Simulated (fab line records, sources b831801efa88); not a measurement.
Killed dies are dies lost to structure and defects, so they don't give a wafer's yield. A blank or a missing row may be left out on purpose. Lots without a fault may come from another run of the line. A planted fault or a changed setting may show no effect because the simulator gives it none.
Which tool did it? | flow gf180mcu | 12 lots, 36 wafers sampled, at 2 steps of a route of 602

WHAT THE GAUGES READ, wafer by wafer
GF_CONTACT_BOW_MEAS_05.
lot  | measured     | on            | CONTACT_BOW (um)
L075 | day 16 02:52 | film_metro-02 | 60 83 69
L077 | day 16 08:16 | film_metro-01 | 59 57 64
L079 | day 17 11:02 | film_metro-02 | 78 59 76
L081 | day 17 22:05 | film_metro-01 | 56 63 63
L083 | day 18 15:41 | film_metro-02 | 55 70 63
L085 | day 19 04:37 | film_metro-04 | 63 66 79
L087 | day 19 20:46 | film_metro-01 | 59 77 60
L089 | day 20 13:04 | film_metro-02 | 80 70 77
L091 | day 21 09:32 | film_metro-04 | 66 64 56
L093 | day 21 18:44 | film_metro-01 | 67 51 61
L095 | day 22 16:34 | film_metro-04 | 68 72 63
L097 | day 23 01:11 | film_metro-01 | 77 75 65

WHICH TOOL RAN EACH LOT (tool, then ch and the chambers of the sampled wafers, then the start)
lot  | GF_DUAL_GATE_STRIP_13
L075 | plasma_asher-02 ch 0,1, day 8 18:28
L077 | plasma_asher-01 ch 0,1, day 9 05:37
L079 | plasma_asher-02 ch 0,1, day 10 03:35
L081 | plasma_asher-02 ch 0,1, day 10 09:53
L083 | plasma_asher-01 ch 0,1, day 11 01:53
L085 | plasma_asher-03 ch 0,1, day 11 13:37
L087 | plasma_asher-03 ch 0,1, day 12 00:13
L089 | plasma_asher-02 ch 0,1, day 12 15:17
L091 | plasma_asher-03 ch 0,1, day 13 07:14
L093 | plasma_asher-03 ch 0,1, day 13 18:21
L095 | plasma_asher-03 ch 0,1, day 14 09:17
L097 | plasma_asher-01 ch 0,1, day 14 19:10
- GF_DUAL_GATE_STRIP_13: strips in O2/N2.

THE ANSWER, worked out from the rows above alone
Rule: what is usual is taken from the lots themselves. Put in order of their means at a reading, lots are off if they are a third of the lots or fewer, leave a main group of 4 or more, and stand apart from it by a gap of 3 or more times the standard deviation of the main group's means; of several such gaps the widest counts. A main group whose means are all the same, to the digits that the tables above print for the reading, isn't used. A lot without any number at a reading at which 4 lots or more have one is off too. The other lots that the step has rows for count as sound.
No lot is off at any reading shown: from this, nothing can be told.

WHAT THE SIMULATOR HAD PUT IN
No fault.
